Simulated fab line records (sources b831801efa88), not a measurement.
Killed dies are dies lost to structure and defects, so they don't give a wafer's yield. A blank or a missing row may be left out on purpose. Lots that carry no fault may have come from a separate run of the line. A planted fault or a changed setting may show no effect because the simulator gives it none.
Matching of chambers | flow sky130 | rie_diel-04 running SKY_CONTACT_ETCH_16: 4 sister chambers
The step etches BARC in N2/H2, stops on SiO2, time 45.9 s, target depth 60 nm. 18 wafers are shown with their chamber, then 9 later ones without.

## WAFERS PAIRED WITH THEIR CHAMBERS
wafer  | chamber | drypump_motor_current_A (A) | throttle_valve_pct (%) | oes_product_au (a.u.)
L683.2 | 2       | 4.8                         | 13.210                 | 0.854
L683.3 | 1       | 4.9                         | 13.236                 | 0.863
L683.6 | 1       | 4.9                         | 13.215                 | 0.843
L684.1 | 2       | 4.8                         | 13.223                 | 0.853
L684.2 | 3       | 5.8                         | 13.227                 | 0.849
L684.6 | 0       | 5.5                         | 13.217                 | 0.850
L686.2 | 1       | 4.9                         | 13.235                 | 0.855
L686.4 | 0       | 5.6                         | 13.238                 | 0.851
L686.5 | 2       | 4.8                         | 13.232                 | 0.853
L687.2 | 3       | 5.8                         | 13.219                 | 0.854
L687.3 | 0       | 5.6                         | 13.205                 | 0.853
L687.5 | 3       | 5.8                         | 13.231                 | 0.853
L688.3 | 1       | 4.8                         | 13.231                 | 0.848
L688.4 | 0       | 5.6                         | 13.225                 | 0.856
L688.5 | 3       | 5.8                         | 13.213                 | 0.857
L693.4 | 2       | 4.7                         | 13.216                 | 0.850
L693.5 | 2       | 4.7                         | 13.228                 | 0.855
L693.6 | 1       | 4.9                         | 13.214                 | 0.862

SIGNATURES (means of the wafers above)
reading                 | chamber 0 | chamber 1 | chamber 2 | chamber 3 | scatter within a chamber
drypump_motor_current_A | 5.575     | 4.880     | 4.760     | 5.800     | 0.0443
throttle_valve_pct      | 13.22125  | 13.22620  | 13.22180  | 13.22250  | 0.0106
oes_product_au          | 0.85250   | 0.85420   | 0.85300   | 0.85325   | 0.00514
Rule: a wafer lies at a distance from a chamber equal to the root of the sum of squares, over the readings, of (its reading less the chamber's mean, divided by the reading's scatter). If the next closest chamber is less than 2 further off than the closest, the wafer can't be placed; otherwise it belongs to the closest. The scatter is the square root of a quotient: the sum, over the shown wafers, of each reading's squared deviation from its chamber's mean, divided by wafers minus chambers.

## WAFERS MISSING THEIR CHAMBER
wafer  | drypump_motor_current_A (A) | throttle_valve_pct (%) | oes_product_au (a.u.)
L695.1 | 5.6                         | 13.206                 | 0.859
L695.2 | 4.9                         | 13.231                 | 0.859
L695.4 | 4.9                         | 13.221                 | 0.860
L700.3 | 5.8                         | 13.235                 | 0.857
L700.4 | 5.5                         | 13.229                 | 0.849
L700.6 | 5.6                         | 13.218                 | 0.857
L701.1 | 5.6                         | 13.220                 | 0.855
L701.4 | 4.8                         | 13.233                 | 0.844
L701.5 | 4.9                         | 13.219                 | 0.859

## EACH ONE'S CHAMBER
wafer  | from the rows above     | in truth
L695.1 | 0                       | 0
L695.2 | 1                       | 1
L695.4 | 1                       | 1
L700.3 | 3                       | 3
L700.4 | 0                       | 0
L700.6 | 0                       | 0
L701.1 | 0                       | 0
L701.4 | can't be placed: 2 or 1 | 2
L701.5 | 1                       | 1
8 of 9 placed correctly. These rows do not allow placing 1 (true chamber among the candidates in 1). 0 placed wrongly.
